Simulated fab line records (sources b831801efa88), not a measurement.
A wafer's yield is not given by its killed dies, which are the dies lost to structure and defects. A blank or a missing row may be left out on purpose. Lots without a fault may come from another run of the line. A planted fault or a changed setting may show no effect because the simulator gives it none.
Chamber matching :: flow sfq-line :: cmp-01 running SFQ_TRILAYER_I0_CMP_CMP_028: 4 sister chambers
The step polishes SiO2. 8 wafers are shown with their chamber, then 7 later ones without.

WAFERS, EACH WITH ITS CHAMBER
wafer: L965.3
chamber: 0
motor-current-A (A): 9.5
time-to-endpoint-s (s): 213

wafer: L966.5
chamber: 2
motor-current-A (A): 9.6
time-to-endpoint-s (s): 241

wafer: L973.4
chamber: 0
motor-current-A (A): 9.9
time-to-endpoint-s (s): 214

wafer: L973.5
chamber: 3
motor-current-A (A): 9.9
time-to-endpoint-s (s): 207

wafer: L974.3
chamber: 2
motor-current-A (A): 9.5
time-to-endpoint-s (s): 229

wafer: L974.5
chamber: 3
motor-current-A (A): 10.0
time-to-endpoint-s (s): 205

wafer: L975.2
chamber: 1
motor-current-A (A): 11.3
time-to-endpoint-s (s): 220

wafer: L977.4
chamber: 1
motor-current-A (A): 10.8
time-to-endpoint-s (s): 208

WAFERS WITHOUT THEIR CHAMBER
wafer: L978.1
motor-current-A (A): 11.0
time-to-endpoint-s (s): 209

wafer: L985.2
motor-current-A (A): 9.6
time-to-endpoint-s (s): 213

wafer: L985.4
motor-current-A (A): 11.1
time-to-endpoint-s (s): 218

wafer: L985.3
motor-current-A (A): 9.5
time-to-endpoint-s (s): 211

wafer: L986.1
motor-current-A (A): 10.4
time-to-endpoint-s (s): 210

wafer: L986.3
motor-current-A (A): 9.7
time-to-endpoint-s (s): 214

wafer: L986.4
motor-current-A (A): 10.2
time-to-endpoint-s (s): 202

WHICH CHAMBER EACH WENT THROUGH
wafer: L978.1
from the rows above: 1
in truth: 1

wafer: L985.2
from the rows above: can't be placed: 0 or 3
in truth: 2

wafer: L985.4
from the rows above: 1
in truth: 1

wafer: L985.3
from the rows above: can't be placed: 0 or 3
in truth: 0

wafer: L986.1
from the rows above: can't be placed: 3 or 1 or 0
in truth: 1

wafer: L986.3
from the rows above: can't be placed: 0 or 3
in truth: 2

wafer: L986.4
from the rows above: can't be placed: 3 or 0
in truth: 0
Correctly placed: 2 of 7. Not placeable from these rows: 5 (in 3, the candidates include the true chamber). Number placed wrongly: 0.
How it was worked out, from the rows above alone: a wafer's distance from a chamber is the root of the sum, over the readings, of the square of ((its reading less the chamber's mean) divided by the reading's scatter). The wafer belongs to the nearest chamber; if the next one is less than 2 further off, it can't be placed. For every chamber, the mean is computed from those of its wafers that are shown. How the scatter is found: for the shown wafers, subtract from each reading the mean of its chamber, square and add these, divide the total by (wafers less chambers), then take the root.
